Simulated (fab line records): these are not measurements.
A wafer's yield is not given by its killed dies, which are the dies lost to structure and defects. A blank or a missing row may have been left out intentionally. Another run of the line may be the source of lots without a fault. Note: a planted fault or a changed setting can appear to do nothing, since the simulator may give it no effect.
What tool caused it? || flow gf180mcu || 12 lots with 36 wafers sampled at 5 steps, on a route of 602 steps

WHAT EACH GAUGE READ, for each wafer
GF_HV_LDD_TW_MEAS_11. Usual: HV_LDD_TW gives 2443 (standard deviation 21).
{"lot": "L211", "measured": "day 10 01:03", "on": "film metro-03", "HV_LDD_TW": "2458 2472 2458", "flag": ""}
{"lot": "L217", "measured": "day 12 08:25", "on": "film metro-01", "HV_LDD_TW": "2781 2801 2794", "flag": "OFF"}
{"lot": "L218", "measured": "day 12 13:26", "on": "film metro-04", "HV_LDD_TW": "2832 2852 2830", "flag": "OFF"}
{"lot": "L224", "measured": "day 14 18:18", "on": "film metro-04", "HV_LDD_TW": "2468 2443 2455", "flag": ""}
{"lot": "L225", "measured": "day 14 20:58", "on": "film metro-03", "HV_LDD_TW": "2448 2443 2446", "flag": ""}
{"lot": "L226", "measured": "day 15 07:15", "on": "film metro-04", "HV_LDD_TW": "2451 2436 2455", "flag": ""}
{"lot": "L227", "measured": "day 15 09:13", "on": "film metro-04", "HV_LDD_TW": "2453 2468 2455", "flag": ""}
{"lot": "L228", "measured": "day 15 16:05", "on": "film metro-03", "HV_LDD_TW": "2451 2433 2449", "flag": ""}
{"lot": "L229", "measured": "day 16 01:29", "on": "film metro-04", "HV_LDD_TW": "2461 2459 2461", "flag": ""}
{"lot": "L231", "measured": "day 16 16:28", "on": "film metro-03", "HV_LDD_TW": "2456 2451 2443", "flag": ""}
{"lot": "L232", "measured": "day 16 22:19", "on": "film metro-03", "HV_LDD_TW": "2449 2444 2450", "flag": ""}
{"lot": "L233", "measured": "day 17 06:34", "on": "film metro-04", "HV_LDD_TW": "2469 2481 2472", "flag": ""}

GF_HV_LDD_OVL_MEAS_20. Usual: HV_LDD_01_OVL gives -1.8 nm (standard deviation 1.5).
{"lot": "L211", "measured": "day 10 19:37", "on": "overlay-01", "HV_LDD_01_OVL (nm)": "-1.7 -0.6 -1.8", "flag": ""}
{"lot": "L217", "measured": "day 13 03:34", "on": "overlay-01", "HV_LDD_01_OVL (nm)": "-1.6 -1.7 -2.9", "flag": ""}
{"lot": "L218", "measured": "day 13 09:09", "on": "overlay-02", "HV_LDD_01_OVL (nm)": "-1.1 -0.9 -1.7", "flag": ""}
{"lot": "L224", "measured": "day 15 15:54", "on": "overlay-02", "HV_LDD_01_OVL (nm)": "-0.6 -0.3 0.6", "flag": ""}
{"lot": "L225", "measured": "day 15 17:50", "on": "overlay-02", "HV_LDD_01_OVL (nm)": "-1.6 -2.9 -2.4", "flag": ""}
{"lot": "L226", "measured": "day 16 05:24", "on": "overlay-02", "HV_LDD_01_OVL (nm)": "-0.9 -3.1 -1.8", "flag": ""}
{"lot": "L227", "measured": "day 16 06:58", "on": "overlay-02", "HV_LDD_01_OVL (nm)": "-2.8 -1.9 -1.1", "flag": ""}
{"lot": "L228", "measured": "day 16 13:58", "on": "overlay-01", "HV_LDD_01_OVL (nm)": "-1.9 -1.3 -1.0", "flag": ""}
{"lot": "L229", "measured": "day 16 23:11", "on": "overlay-01", "HV_LDD_01_OVL (nm)": "-2.5 -3.6 -1.1", "flag": ""}
{"lot": "L231", "measured": "day 17 14:25", "on": "overlay-02", "HV_LDD_01_OVL (nm)": "-2.6 -4.4 -1.8", "flag": ""}
{"lot": "L232", "measured": "day 17 21:00", "on": "overlay-02", "HV_LDD_01_OVL (nm)": "-2.8 -0.4 -1.4", "flag": ""}
{"lot": "L233", "measured": "day 18 05:15", "on": "overlay-02", "HV_LDD_01_OVL (nm)": "-1.6 -2.8 -4.3", "flag": ""}

GF_HV_LDD_RS_MEAS_53: measures by four-point-probe. Usual: HV_LDD_RS gives 418.7 ohm/sq (standard deviation 0.9).
{"lot": "L211", "measured": "day 12 11:12", "on": "film metro-03", "HV_LDD_RS (ohm/sq)": "418.0 417.9 418.0", "flag": ""}
{"lot": "L217", "measured": "day 14 22:24", "on": "film metro-03", "HV_LDD_RS (ohm/sq)": "334.1 333.4 333.9", "flag": "OFF"}
{"lot": "L218", "measured": "day 15 04:17", "on": "film metro-01", "HV_LDD_RS (ohm/sq)": "333.8 333.7 334.2", "flag": "OFF"}
{"lot": "L224", "measured": "day 17 13:13", "on": "film metro-04", "HV_LDD_RS (ohm/sq)": "418.4 419.1 418.6", "flag": ""}
{"lot": "L225", "measured": "day 17 15:12", "on": "film metro-01", "HV_LDD_RS (ohm/sq)": "419.5 419.2 420.5", "flag": ""}
{"lot": "L226", "measured": "day 18 02:38", "on": "film metro-01", "HV_LDD_RS (ohm/sq)": "417.9 419.5 419.0", "flag": ""}
{"lot": "L227", "measured": "day 18 03:32", "on": "film metro-04", "HV_LDD_RS (ohm/sq)": "419.7 419.7 418.5", "flag": ""}
{"lot": "L228", "measured": "day 18 12:16", "on": "film metro-03", "HV_LDD_RS (ohm/sq)": "418.9 419.6 419.2", "flag": ""}
{"lot": "L229", "measured": "day 18 20:59", "on": "film metro-03", "HV_LDD_RS (ohm/sq)": "418.4 417.6 419.4", "flag": ""}
{"lot": "L231", "measured": "day 19 12:43", "on": "film metro-03", "HV_LDD_RS (ohm/sq)": "417.4 418.3 417.6", "flag": ""}
{"lot": "L232", "measured": "day 19 20:41", "on": "film metro-01", "HV_LDD_RS (ohm/sq)": "417.9 417.8 417.1", "flag": ""}
{"lot": "L233", "measured": "day 20 05:34", "on": "film metro-01", "HV_LDD_RS (ohm/sq)": "419.3 419.1 418.1", "flag": ""}

GF_M1_THK_MEAS_06: measures by xrf. Usual: M1_ALCU_THK gives 442 nm (standard deviation 7.1).
{"lot": "L211", "measured": "day 16 07:23", "on": "film metro-03", "M1_ALCU_THK (nm)": "435 447 436", "flag": ""}
{"lot": "L217", "measured": "day 18 23:01", "on": "film metro-03", "M1_ALCU_THK (nm)": "444 443 441", "flag": ""}
{"lot": "L218", "measured": "day 19 03:32", "on": "film metro-04", "M1_ALCU_THK (nm)": "438 441 451", "flag": ""}
{"lot": "L224", "measured": "day 21 17:09", "on": "film metro-02", "M1_ALCU_THK (nm)": "435 438 435", "flag": ""}
{"lot": "L225", "measured": "day 21 20:02", "on": "film metro-04", "M1_ALCU_THK (nm)": "443 435 441", "flag": ""}
{"lot": "L226", "measured": "day 22 05:20", "on": "film metro-04", "M1_ALCU_THK (nm)": "437 439 449", "flag": ""}
{"lot": "L227", "measured": "day 22 09:16", "on": "film metro-02", "M1_ALCU_THK (nm)": "448 440 434", "flag": ""}
{"lot": "L228", "measured": "day 22 17:52", "on": "film metro-02", "M1_ALCU_THK (nm)": "444 446 439", "flag": ""}
{"lot": "L229", "measured": "day 23 01:52", "on": "film metro-04", "M1_ALCU_THK (nm)": "441 442 451", "flag": ""}
{"lot": "L231", "measured": "day 23 16:15", "on": "film metro-02", "M1_ALCU_THK (nm)": "440 446 432", "flag": ""}
{"lot": "L232", "measured": "day 24 00:41", "on": "film metro-04", "M1_ALCU_THK (nm)": "437 444 437", "flag": ""}
{"lot": "L233", "measured": "day 24 09:19", "on": "film metro-03", "M1_ALCU_THK (nm)": "443 437 431", "flag": ""}

WHAT TOOL EACH LOT RAN ON (gives the tool, then ch and the chambers of the sampled wafers, and finally the start)
{"lot": "L211", "GF_HV_LDD_IMPLANT_09": "implanter-02 ch 0, day 10 00:49"}
{"lot": "L217", "GF_HV_LDD_IMPLANT_09": "implanter-01 ch 0, day 12 08:12"}
{"lot": "L218", "GF_HV_LDD_IMPLANT_09": "implanter-01 ch 0, day 12 13:11"}
{"lot": "L224", "GF_HV_LDD_IMPLANT_09": "implanter-02 ch 0, day 14 18:03"}
{"lot": "L225", "GF_HV_LDD_IMPLANT_09": "implanter-02 ch 0, day 14 20:43"}
{"lot": "L226", "GF_HV_LDD_IMPLANT_09": "implanter-01 ch 0, day 15 06:59"}
{"lot": "L227", "GF_HV_LDD_IMPLANT_09": "implanter-03 ch 0, day 15 08:58"}
{"lot": "L228", "GF_HV_LDD_IMPLANT_09": "implanter-01 ch 0, day 15 15:50"}
{"lot": "L229", "GF_HV_LDD_IMPLANT_09": "implanter-01 ch 0, day 16 01:17"}
{"lot": "L231", "GF_HV_LDD_IMPLANT_09": "implanter-01 ch 0, day 16 16:13"}
{"lot": "L232", "GF_HV_LDD_IMPLANT_09": "implanter-01 ch 0, day 16 22:04"}
{"lot": "L233", "GF_HV_LDD_IMPLANT_09": "implanter-03 ch 0, day 17 06:19"}
- GF_HV_LDD_IMPLANT_09

WHAT THE TOOLS THEMSELVES READ (means of the sampled wafers that have a number; where no wafer has one, the mark that the record gives instead)
GF_HV_LDD_IMPLANT_09. Usual: dose ions cm2 9.998e+13, standard deviation 9.9e+10; faraday current uA 564, standard deviation 11; tilt deg 6.995 degrees, standard deviation 0.019.
{"lot": "L211", "tool": "implanter-02", "dose ions cm2": 9.996e+13, "faraday current uA": 564, "tilt deg (degrees)": 6.989, "flag": ""}
{"lot": "L217", "tool": "implanter-01", "dose ions cm2": 1.780e+14, "faraday current uA": 1004, "tilt deg (degrees)": 7.002, "flag": "OFF"}
{"lot": "L218", "tool": "implanter-01", "dose ions cm2": 1.778e+14, "faraday current uA": 996, "tilt deg (degrees)": 6.996, "flag": "OFF"}
{"lot": "L224", "tool": "implanter-02", "dose ions cm2": 1.000e+14, "faraday current uA": 561, "tilt deg (degrees)": 7.006, "flag": ""}
{"lot": "L225", "tool": "implanter-02", "dose ions cm2": 9.997e+13, "faraday current uA": 567, "tilt deg (degrees)": 6.995, "flag": ""}
{"lot": "L226", "tool": "implanter-01", "dose ions cm2": 9.987e+13, "faraday current uA": 569, "tilt deg (degrees)": 7.014, "flag": ""}
{"lot": "L227", "tool": "implanter-03", "dose ions cm2": 1.000e+14, "faraday current uA": 563, "tilt deg (degrees)": 7.000, "flag": ""}
{"lot": "L228", "tool": "implanter-01", "dose ions cm2": 1.000e+14, "faraday current uA": 568, "tilt deg (degrees)": 6.999, "flag": ""}
{"lot": "L229", "tool": "implanter-01", "dose ions cm2": 9.999e+13, "faraday current uA": 569, "tilt deg (degrees)": 6.974, "flag": ""}
{"lot": "L231", "tool": "implanter-01", "dose ions cm2": 1.001e+14, "faraday current uA": 548, "tilt deg (degrees)": 6.977, "flag": ""}
{"lot": "L232", "tool": "implanter-01", "dose ions cm2": 9.998e+13, "faraday current uA": 563, "tilt deg (degrees)": 7.009, "flag": ""}
{"lot": "L233", "tool": "implanter-03", "dose ions cm2": 9.990e+13, "faraday current uA": 561, "tilt deg (degrees)": 6.976, "flag": ""}

THE ANSWER, worked out from the rows above alone
Rule: a lot is off if the mean of its wafers that have a number lies more than 3 standard deviations from the usual mean. A lot without any number at a reading at which 4 lots or more have one is off too. Where the step has rows for the other lots, those lots are counted as sound. Order of review: gauges by route order, followed by the tools' own readings, for which a lot's mean as printed above is used. At the first step where some lot is off, the reading lying furthest off is the one used; lots without a number count as furthest.
Off: L217, L218, seen at GF_HV_LDD_TW_MEAS_11 (HV_LDD_TW).
A tool fits if, at a process step before that reading, it ran every lot that is off, and no sound lot after the first of them. The gauges at GF_HV_LDD_TW_MEAS_11 aren't tried: what is off there is off at GF_HV_LDD_IMPLANT_09 too, on other tools, and a gauge's error can't cause that. No candidate that was tried fits.

WHAT WAS PUT IN BY THE SIMULATOR
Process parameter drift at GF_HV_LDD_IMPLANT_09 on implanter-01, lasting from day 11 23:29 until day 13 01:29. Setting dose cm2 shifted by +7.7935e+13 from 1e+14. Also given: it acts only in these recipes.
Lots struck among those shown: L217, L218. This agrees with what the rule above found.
